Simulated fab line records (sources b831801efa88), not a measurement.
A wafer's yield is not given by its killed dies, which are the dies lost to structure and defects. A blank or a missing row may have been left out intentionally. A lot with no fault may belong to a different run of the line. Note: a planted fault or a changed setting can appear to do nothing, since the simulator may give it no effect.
A struck lot beside a sound one    flow sfqLine    14 steps out of a route of 325
Sound: wafers L530.1, L530.5, L530.6. Struck: wafer L526.6. (L526.3 of the same lot was not struck and is left out.) The cause comes at the end.
For every step that has rows: the tool of each side, followed by ch and its chambers, followed by its first start. Under that, the readings that differ: sound wafers    struck wafers    difference of the means    sigmas: that difference in standard deviations of wafers without a fault.
alike: readings with means less than 2 such deviations apart, plus words and numbers identical on both sides. not compared: withheld readings, readings lacking a value on some wafer, bounds such as >300 that could conceal the same value, and numbers that have no deviation in the record and whose values overlap.
The two part at a step that has a row with sigmas, a row that says differs or no value, or rows on one side only. Numbers that don't overlap but have no deviation are shown without sigmas and don't part them. A reading missing from all wafers of one side parts the sides only when that side holds two or more wafers.

SFQ_TRILAYER_I7_VIA_ETCH_VIA_ETCH_190: etches SiO2 in CHF3, stops on Nb, target depth 260 nm.
  sound on rieDiel-04 ch 1,2,3, day 92 01:25; struck on rieDiel-01 ch 1, day 91 14:04
  alike: drypumpMotorCurrentA, oesProductAu
SFQ_TRILAYER_I7_VIA_STRIP_STRIP_191: strips in O2.
  sound on rieMetal-03 ch 0,1, day 92 01:32; struck on rieMetal-02 ch 0, day 91 14:23
  alike: drypumpMotorCurrentA, oesProductAu
  not compared: rfHoursCounterH
then, 8 steps without rows for these wafers: SFQ_TRILAYER_I7_VIA_STRIP_SOLV_CLEAN_192 (cleans in NMP, time 600 s); SFQ_TRILAYER_M8_LITHO_LOR_COAT_197; SFQ_TRILAYER_M8_LITHO_LOR_BAKE_198; SFQ_TRILAYER_M8_LITHO_COAT_193 (resist thk 600 nm); SFQ_TRILAYER_M8_LITHO_SOFTBAKE_199; SFQ_TRILAYER_M8_LITHO_EXPOSE_194 (exposes mask M8, target cd 2000 nm); SFQ_TRILAYER_M8_LITHO_PEB_196 (peb time 60 s); SFQ_TRILAYER_M8_LITHO_DEVELOP_195 (img clear 15 s, time 55 s).
SFQ_M8_OVL_MEAS_948:
  sound on overlay-01 at day 95 01:43; struck on overlay-02 at day 91 17:46
  alike: M8_OVL
then, 1 step without rows for these wafers: SFQ_TRILAYER_M8_DEP_EVAP_197 (material Ti, target thk 20 nm, time 100 s).
SFQ_TRILAYER_M8_DEP_EVAP_198: material Pt, target thk 50 nm, time 250 s.
  sound on pvdSputter-02 at day 95 01:49; struck on pvdSputter-02 at day 91 17:51
reading                                          sound             struck  difference  sigmas
model.Pt_of_TRILAYER_M8_DEP_EVAP_198.thkNm (nm)  50.4 49.62 50.06  64.34   +14.31      
then, 1 step without rows for these wafers: SFQ_TRILAYER_M8_DEP_EVAP_196 (material Au, target thk 180 nm, time 900 s).

WHERE THEY PART
Nowhere in this record.

WHY: what the simulator had put in
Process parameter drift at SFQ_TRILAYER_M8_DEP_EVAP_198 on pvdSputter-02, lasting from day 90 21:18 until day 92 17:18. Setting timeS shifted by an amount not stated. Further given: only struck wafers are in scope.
